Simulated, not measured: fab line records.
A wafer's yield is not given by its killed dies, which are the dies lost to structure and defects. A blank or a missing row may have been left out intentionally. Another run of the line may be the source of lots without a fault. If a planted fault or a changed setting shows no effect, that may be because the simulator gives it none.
Struck lot and sound lot, side by side | flow sky130 | 32 out of 708 route steps
Sound: the wafers L647.2, L647.5, L647.6. Struck: wafer L648.1 (left out: L648.3, L648.6 of the same lot, which were not struck); the cause appears at the end.
At each step with rows: each side's tool, then ch and its chambers, then its first start. Under that, the readings that differ: sound wafers | struck wafers | difference of the means | sigmas: that difference in standard deviations of wafers without a fault.
alike: same words and numbers on both sides, and readings whose means sit less than 2 such deviations apart. not compared: any withheld reading, any reading some wafer has no value for, any bound like >300 that may hide the same value, and any number with overlapping values for which the record gives no deviation.
Wherever a step has rows on one side only, a row that says differs or no value, or a row with sigmas, the two part there. Numbers that don't overlap but have no deviation are shown without sigmas and don't part them. A reading missing from all wafers of one side parts the sides only when that side holds two or more wafers.

first, 4 steps without rows for these wafers: SKY_CONTACT_STRIP_20 (strips in post etch residue remover, time 1200 s); SKY_CONTACT_CLEAN_21 (cleans in IPA, time 180 s); SKY_CONTACT_CLEAN_22 (cleans in O3/DIW); SKY_CONTACT_SPUTTER_23 (material TiN, target thk 20 nm, time 80 s).
SKY_CONTACT_CVD_24: deposits W, target thk 340 nm, time 102.12 s.
  sound on cvd-w-01 ch 0,1, day 34 05:16; struck on cvd-w-02 ch 0, day 34 23:23
  alike: heater-power-w
SKY_CONTACT_RS_MEAS_25: measures by four-point-probe.
  sound: film-metro-02 at day 34 05:23; struck: film-metro-03 at day 34 23:30
  alike: CONTACT_W_RS
SKY_CONTACT_THK_MEAS_26: measures by xrf.
  sound: film-metro-02 at day 34 05:30; struck: film-metro-03 at day 34 23:37
  alike: CONTACT_W_THK
then, 1 step without rows for these wafers: SKY_CONTACT_CMP_27 (polishes, stops on SiO2, t overpolish 15 s, target thk 0 nm).
SKY_METAL1_SPUTTER_00: material Ti, target thk 15 nm, time 10 s.
  sound: pvd-sputter-04 at day 34 05:51; struck: pvd-sputter-04 at day 34 23:59
  alike: throttle-valve-pct
then, 2 steps without rows for these wafers: SKY_METAL1_SPUTTER_01 (material TiN, target thk 20 nm, time 16.7 s); SKY_METAL1_SPUTTER_02 (material AlCu, target thk 250 nm, time 13.3 s).
SKY_METAL1_SPUTTER_03: material Ti, target thk 5 nm, time 3.3 s.
  sound: pvd-sputter-04 at day 34 05:55; struck: pvd-sputter-04 at day 35 00:03
  alike: throttle-valve-pct
SKY_METAL1_SPUTTER_04: material TiN, target thk 70 nm, time 58.3 s.
  sound: pvd-sputter-04 at day 34 05:56; struck: pvd-sputter-04 at day 35 00:04
  reading                                    | sound            | struck | difference | sigmas
  model.TiN_of_METAL1_SPUTTER_04.thk-nm (nm) | 70.5 69.84 68.97 | 77.86  | +8.09      |
  alike: throttle-valve-pct
SKY_METAL1_RS_MEAS_05: measures by four-point-probe.
  sound: film-metro-04 at day 34 06:01; struck: film-metro-03 at day 35 00:07
  alike: METAL1_ALCU_RS
SKY_METAL1_THK_MEAS_06: measures by xrf.
  sound: film-metro-04 at day 34 06:07; struck: film-metro-03 at day 35 00:14
  reading              | sound             | struck | difference | sigmas
  METAL1_ALCU_THK (nm) | 253.3 254.8 253.7 | 247.6  | -6.3       | -2
then, 8 steps without rows for these wafers: SKY_METAL1_DEHYDRATE_07 (time 60 s); SKY_METAL1_HMDS_08 (prime time 60 s); SKY_METAL1_COAT_09 (resist thk 60 nm); SKY_METAL1_COAT_10 (resist thk 450 nm); SKY_METAL1_SOFTBAKE_11 (time 90 s); SKY_METAL1_EXPOSE_12 (exposes mask MM1, target cd 140 nm); SKY_METAL1_PEB_13; SKY_METAL1_DEVELOP_14 (develop time 60 s).
SKY_METAL1_CD_MEAS_15: target cd 140 nm.
  sound: cd-sem-01 at day 35 08:26; struck: cd-sem-01 at day 36 02:28
  alike: cd-nm
SKY_METAL1_OVL_MEAS_16:
  sound: overlay-01 at day 35 08:32; struck: overlay-02 at day 36 02:35
  alike: METAL1_OVL
SKY_METAL1_DESCUM_17: chemistry O2, time 8 s.
  sound on rie-metal-02 ch 0,1, day 35 08:34; struck on rie-metal-02 ch 1, day 36 02:37
  reading               | sound             | struck | difference | sigmas
  oes-product-au (a.u.) | 1.020 1.031 0.973 | 0.968  | -0.040     | -3
  alike: drypump-motor-current-A
  not compared: rf-hours-counter-h
then, 1 step without rows for these wafers: SKY_METAL1_ETCH_18 (etches BARC in N2/H2, stops on SiO2, time 45.9 s, target depth 60 nm).
SKY_METAL1_METAL_ETCH_19: etches the open film in Cl2/BCl3, stops on SiO2, target depth 360 nm, time 79.16 s.
  sound on rie-metal-02 ch 0,1, day 35 08:40; struck on rie-metal-02 ch 1, day 36 02:43
  reading               | sound             | struck | difference | sigmas
  oes-product-au (a.u.) | 0.852 0.849 0.841 | 0.860  | +0.013     | +2
  alike: drypump-motor-current-A, throttle-valve-pct
  not compared: rf-hours-counter-h
then, 1 step without rows for these wafers: SKY_METAL1_STRIP_20 (strips in O2/N2).
SKY_METAL1_STRIP_21: strips in post etch residue remover, time 1200 s.
  sound on wet-bench-01 ch 1, day 35 08:51; struck on wet-bench-02 ch 1, day 36 02:54
  reading                                    | sound             | struck | difference | sigmas
  model.TiN_of_METAL1_SPUTTER_04.thk-nm (nm) | 70.09 69.43 68.56 | 77.44  | +8.08      |
then, 1 step without rows for these wafers: SKY_METAL1_CLEAN_22 (cleans in IPA, time 180 s).
-- the record jumps here: 12 days lie between the struck wafers' starts before and after (it left off in module METAL1 and takes up again in module PAD_OPEN, whose first step shown is number 708 of the route) --
SKY_PAD_OPEN_PROBE_99:
  sound: prober-02 at day 47 20:57; struck: prober-01 at day 48 08:27
  reading      | sound    | struck | difference | sigmas
  killed-open  | 44 54 37 | 59     | +14        | +2
  killed-short | 53 43 46 | 31     | -16        | -2
  alike: defect-limited-yield, killed_at_M0_to_M3, killed_at_M4_up, killed-at-contacts, killed-at-front-end, killed-at-other, killed-dies, sort_bin_3_pad_short, sort_bin_5_function, sort_bin_6_memory, sort-n-pass, sort-yield-pct

WHERE THEY PART
First at SKY_METAL1_THK_MEAS_06; last, within this record, at SKY_PAD_OPEN_PROBE_99.

WHY: the cause the simulator had injected
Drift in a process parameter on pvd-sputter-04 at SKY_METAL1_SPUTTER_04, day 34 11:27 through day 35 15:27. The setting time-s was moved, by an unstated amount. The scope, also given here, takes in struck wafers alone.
